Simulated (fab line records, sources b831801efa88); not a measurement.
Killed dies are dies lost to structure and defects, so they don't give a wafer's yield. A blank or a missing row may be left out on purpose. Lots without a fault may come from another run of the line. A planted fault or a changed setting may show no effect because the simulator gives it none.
Split-lot experiment | flow sky130 | 5 lots, 23 wafers read, on a route of 708 steps

THE SPLIT
At SKY_VIA4_COAT_06 (resist thk 1140 nm), the setting spin_rpm was moved away from the recipe's 3000 rpm on 11 of the 23 wafers read, by -7.3% to +4.7%. The other wafers ran this setting at the recipe's value.

FROM THE SPLIT TO THE READING: what the file shows between them, 3 steps
- SKY_VIA4_SOFTBAKE_07: time 60 s
- SKY_VIA4_EXPOSE_08: exposes mask VIM4, target cd 800 nm
- SKY_VIA4_DEVELOP_10: develop time 60 s

THE READING
NOVOLAK_of_VIA4_COAT_06.thk_nm (the simulator's own value, which no gauge read), in nm, at SKY_VIA4_ETCH_12 (etches SiO2 in C4F8/O2/Ar, stops on TiN, target depth 580 nm). The file gives no usual value for it. The 12 wafers here that ran the recipe average 1005.3 nm, standard deviation 2.1 nm.

wafer  | tool, chamber at the split | spin_rpm as run, rpm | against the recipe | NOVOLAK_of_VIA4_COAT_06.thk_nm, nm | against lot-mates on the recipe
L074.1 | litho_track-01, 0          | 3142                 | +4.7%              | 977.8                              | -26.9
L074.2 | litho_track-01, 0          | 3000                 | recipe             | 1001                               | -
L074.3 | litho_track-01, 0          | 3000                 | recipe             | 1009                               | -
L074.4 | litho_track-01, 0          | 3000                 | recipe             | 1004                               | -
L074.5 | litho_track-01, 0          | 3142                 | +4.7%              | 978.1                              | -26.6
L076.1 | litho_track-03, 0          | 3000                 | recipe             | 1003                               | -
L076.2 | litho_track-03, 0          | 2782                 | -7.3%              | 1048                               | +45.0
L076.3 | litho_track-03, 0          | 2782                 | -7.3%              | 1047                               | +44.0
L076.5 | litho_track-03, 0          | 2782                 | -7.3%              | 1049                               | +46.0
L076.6 | litho_track-03, 0          | 3000                 | recipe             | 1003                               | -
L079.1 | litho_track-01, 0          | 3000                 | recipe             | 1007                               | -
L079.3 | litho_track-01, 0          | 3000                 | recipe             | 1006                               | -
L079.5 | litho_track-01, 0          | 3000                 | recipe             | 1007                               | -
L082.1 | litho_track-03, 0          | 3142                 | +4.7%              | 981.1                              | -24.4
L082.2 | litho_track-03, 0          | 3142                 | +4.7%              | 981.2                              | -24.3
L082.4 | litho_track-03, 0          | 3000                 | recipe             | 1005                               | -
L082.5 | litho_track-03, 0          | 3142                 | +4.7%              | 980.2                              | -25.3
L082.6 | litho_track-03, 0          | 3000                 | recipe             | 1006                               | -
L084.1 | litho_track-02, 0          | 3079                 | +2.6%              | 990                                | -16.5
L084.2 | litho_track-02, 0          | 3000                 | recipe             | 1007                               | -
L084.4 | litho_track-02, 0          | 3079                 | +2.6%              | 991.8                              | -14.7
L084.5 | litho_track-02, 0          | 3000                 | recipe             | 1006                               | -
L084.6 | litho_track-02, 0          | 3079                 | +2.6%              | 995.6                              | -10.9

THE FIT
A straight line over all 23 wafers: NOVOLAK_of_VIA4_COAT_06.thk_nm changes by -5.65 nm for each +1% of spin_rpm; r = -0.99; the points scatter about the line by 2.2 nm.
The same after taking each lot's own level away (the mean of its wafers on the recipe; 23 wafers): -5.85 nm for each +1%; r = -1.00; scatter 2 nm.
On that fit, the largest move of spin_rpm shifts the reading by 43 nm.
The lots' own levels span 1003.00 to 1006.67 nm, that is 1.7 times the standard deviation above.
So the lot-to-lot level changes the slope little: the two slopes agree.
Check: with one of the wafers moved furthest among these (-7.3%) left out of the fit, the line predicts +43 nm for it against its lot-mates. It came out at +45 nm against them.

OTHER SPLITS ON THESE WAFERS
These wafers also went through other splits before the reading. Each is held against what the fit with the lots' levels taken away leaves over:
other split on the same wafers          | wafers away from the commonest value | r with NOVOLAK_of_VIA4_COAT_06.thk_nm (lot level and that fit taken away)
SKY_METAL4_METAL_ETCH_18 over_etch_frac | 6                                    | -0.16
SKY_VIA4_CMP_02 leave_above_ref_nm      | 9                                    | +0.03

THE WHOLE CHAIN: every reading that the file lists as answering this split, in the file's order
step              | what it does                                                 | reading                                                                         | change (the file's fit)              | r (the file's)
SKY_VIA4_COAT_06  | resist thk 1140 nm                                           | NOVOLAK_of_VIA4_COAT_06.thk_nm (the simulator's own value, which no gauge read) | -5.72 nm for each +1% of the setting | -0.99
SKY_VIA4_ETCH_12  | etches SiO2 in C4F8/O2/Ar, stops on TiN, target depth 580 nm | NOVOLAK_of_VIA4_COAT_06.thk_nm (the simulator's own value, which no gauge read) | -5.76 nm for each +1% of the setting | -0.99
SKY_VIA4_STRIP_13 | strips in O2/N2                                              | strip_time_to_endpoint_s                                                        | withheld for each +1% of the setting | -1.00

THE FILE'S OWN FIT
NOVOLAK_of_VIA4_COAT_06.thk_nm changes by -5.76 nm for each +1% of spin_rpm, r = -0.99.
